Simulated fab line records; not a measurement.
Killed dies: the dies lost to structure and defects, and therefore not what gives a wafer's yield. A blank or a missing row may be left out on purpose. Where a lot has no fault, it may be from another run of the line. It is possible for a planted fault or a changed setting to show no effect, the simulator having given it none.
Chamber matching ; flow sky130 ; rie_diel-03 running SKY_VIA3_ETCH_14: 4 sister chambers
The step etches BARC in N2/H2, stops on SiO2, time 45.9 s, target depth 60 nm. 14 wafers are shown with their chamber, then 7 later ones without.

EACH WAFER AND ITS CHAMBER
wafer;chamber;drypump_motor_current_A (A);bias_w (W);throttle_valve_pct (%)
L074.1;3;5.9;99.6;13.226
L074.3;0;5.2;100.4;13.209
L074.4;1;5.7;99.6;13.234
L075.1;1;5.7;100.1;13.218
L075.2;0;5.1;99.9;13.222
L075.5;1;5.7;100.0;13.228
L077.1;0;5.1;100.4;13.227
L077.2;2;6.1;100.0;13.238
L077.6;0;5.2;100.2;13.228
L078.1;3;5.8;100.2;13.236
L078.2;2;6.0;99.5;13.230
L078.5;3;5.8;100.8;13.227
L080.1;0;5.1;99.7;13.239
L080.2;2;6.0;100.0;13.219

SIGNATURES, as means of the wafers listed above
reading;chamber 0;chamber 1;chamber 2;chamber 3;scatter within a chamber
drypump_motor_current_A;5.140;5.700;6.033;5.833;0.0503
bias_w;100.120;99.900;99.833;100.200;0.376
throttle_valve_pct;13.22500;13.22667;13.22900;13.22967;0.00921
Rule: a wafer's distance from a chamber is the root of the sum, over the readings, of the square of ((its reading less the chamber's mean) divided by the reading's scatter). If the next closest chamber is less than 2 further off than the closest, the wafer can't be placed; otherwise it belongs to the closest. The scatter is the square root of a quotient: the sum, over the shown wafers, of each reading's squared deviation from its chamber's mean, divided by wafers minus chambers.

WAFERS WITHOUT THEIR CHAMBER
wafer;drypump_motor_current_A (A);bias_w (W);throttle_valve_pct (%)
L080.6;6.0;100.1;13.223
L089.1;5.1;100.5;13.237
L089.2;5.7;100.1;13.223
L089.6;6.0;99.9;13.227
L096.1;5.9;100.3;13.236
L096.3;5.1;100.1;13.228
L096.5;5.7;99.9;13.232

WHICH CHAMBER EACH ONE RAN IN
wafer;from the rows above;in truth
L080.6;2;2
L089.1;0;0
L089.2;1;1
L089.6;2;2
L096.1;can't be placed: 3 or 2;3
L096.3;0;0
L096.5;1;1
Placed correctly: 6 of 7. Unplaceable from these rows: 1, with the true chamber sitting among the candidates in 1. 0 placed wrongly.
